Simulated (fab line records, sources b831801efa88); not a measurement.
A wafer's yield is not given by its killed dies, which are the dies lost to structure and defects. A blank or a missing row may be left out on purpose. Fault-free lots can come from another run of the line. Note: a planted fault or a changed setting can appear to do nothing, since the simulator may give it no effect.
The same fault as seen by 2 desks | flow sky130 | what lay behind the numbers comes last; until then each desk has only its own

== FOR THE TOOL OWNER'S DESK: litho_track-02 ==
The tool's own readings at SKY_RES_XHIGH_SOFTBAKE_03 (time 60 s): means of the sampled wafers that have a number, for each lot that ran on this tool. The brackets show how far a lot's mean lies from the usual mean; more than 4 standard deviations puts the lot out of limits, marked OUT.
Columns: A = run_length_s at SKY_RES_XHIGH_SOFTBAKE_03, usual 89.03 s
lot  | first seen here | A
L811 | day 26 06:08    | 89.17
L815 | day 28 07:48    | 89.21
L818 | day 29 21:50    | 89.21
L821 | day 30 16:18    | 89.16
L825 | day 32 16:48    | 102.67 (+62) OUT
L830 | day 33 14:21    | 95.81 (+31) OUT
Finding of this desk: L825, L830 out of limits; the first was L825 at day 32 16:48, on run_length_s at SKY_RES_XHIGH_SOFTBAKE_03. L811, L815, L818, L821 stayed within limits.

== THE METROLOGY DESK ==
What the gauges read for every lot (on any tool): the sampled wafers with a number, averaged. The brackets show how far a lot's mean lies from the usual mean; more than 4 standard deviations puts the lot out of limits, marked OUT.
Columns: A = SD_N_TW at SKY_SD_N_TW_MEAS_12, usual 3985
lot  | first seen here | A
L810 | day 26 10:05    | 4005
L811 | day 28 02:17    | 3963
L814 | day 29 20:52    | 3942
L815 | day 30 03:13    | 3970
L816 | day 30 13:04    | 4004
L817 | day 31 02:47    | 3994
L818 | day 31 16:26    | 3983
L819 | day 31 20:53    | 3958
L821 | day 32 09:49    | 4015
L825 | day 34 05:53    | 3980
L822 | day 34 06:25    | 3978
L824 | day 34 07:16    | 4007
L830 | day 35 03:31    | 3982
Result from this desk: across the 13 lots, nothing is out of limits.

== PUT TOGETHER ==
On L825, L830, at day 32 16:48, an alarm was possible from the tool owner's desk.
Nothing out of limits was seen by the metrology desk.
The metrology desk holds a record of L825, L830, inside its limits.
All the named lots went through SKY_RES_XHIGH_SOFTBAKE_03 on litho_track-02.

== WHAT WAS PUT IN BY THE SIMULATOR ==
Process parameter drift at SKY_RES_XHIGH_SOFTBAKE_03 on litho_track-02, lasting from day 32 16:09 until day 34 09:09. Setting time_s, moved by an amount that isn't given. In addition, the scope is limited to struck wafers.
Lots struck among those shown: L825, L830.
How many hours passed from the start of the fault until each desk's first out-of-limits reading: the tool owner's desk, 1.
